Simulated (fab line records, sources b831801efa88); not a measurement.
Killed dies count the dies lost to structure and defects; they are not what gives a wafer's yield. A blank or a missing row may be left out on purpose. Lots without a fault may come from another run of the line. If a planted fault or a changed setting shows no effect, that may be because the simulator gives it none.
Which tool is to blame? | flow gf180mcu | 6 lots with 18 wafers sampled at 2 steps, on a route of 602 steps

WHAT THE GAUGES READ, wafer by wafer
GF_VT_IMPLANT_OVL_MEAS_18.
lot  | measured     | on         | VT_IMPLANT_01_OVL (nm)
L344 | day 7 00:40  | overlay-01 | 1.2 0.7 1.3
L346 | day 7 13:13  | overlay-02 | -0.1 -0.4 0.6
L350 | day 8 11:38  | overlay-02 | -0.9 1.8 0.8
L352 | day 9 04:05  | overlay-02 | - - -
L360 | day 11 09:11 | overlay-02 | 0.1 0.6 -0.7
L364 | day 12 10:02 | overlay-01 | 1.7 1.7 2.4

TOOL THAT RAN EACH LOT (tool first, then ch and the chambers of the sampled wafers, then the start)
lot  | GF_VT_IMPLANT_EXPOSE_15
L344 | iline stepper-01 ch 0, day 6 17:29
L346 | iline stepper-02 ch 0, day 7 05:22
L350 | iline stepper-02 ch 0, day 8 03:27
L352 | iline stepper-02 ch 0, day 8 20:09
L360 | iline stepper-01 ch 0, day 11 00:08
L364 | iline stepper-02 ch 0, day 12 00:43
- GF_VT_IMPLANT_EXPOSE_15: exposes mask Nwell LV AREA, target cd 860 nm.

THE ANSWER, worked out from the rows above alone
Rule: the usual values come from the lots themselves. Put in order of their means at a reading, lots are off if they are a third of the lots or fewer, leave a main group of 4 or more, and stand apart from it by a gap of 3 or more times the standard deviation of the main group's means; of several such gaps the widest counts. A main group whose means are all the same, to the digits that the tables above print for the reading, isn't used. Also off: a lot with no number at a reading for which 4 or more lots have one. Where the step has rows for the other lots, those lots are counted as sound.
Off: L352, seen at GF_VT_IMPLANT_OVL_MEAS_18 (VT_IMPLANT_01_OVL). Without a number there: L352. For the main group the mean is 0.7 nm and the standard deviation 0.72.
If a tool, at a process step before that reading, ran all the lots that are off and no sound lot after the first of them, it fits. Gauges at GF_VT_IMPLANT_OVL_MEAS_18: tried the same way as those tools. Of those tried, none fits.

WHAT THE SIMULATOR HAD PUT IN
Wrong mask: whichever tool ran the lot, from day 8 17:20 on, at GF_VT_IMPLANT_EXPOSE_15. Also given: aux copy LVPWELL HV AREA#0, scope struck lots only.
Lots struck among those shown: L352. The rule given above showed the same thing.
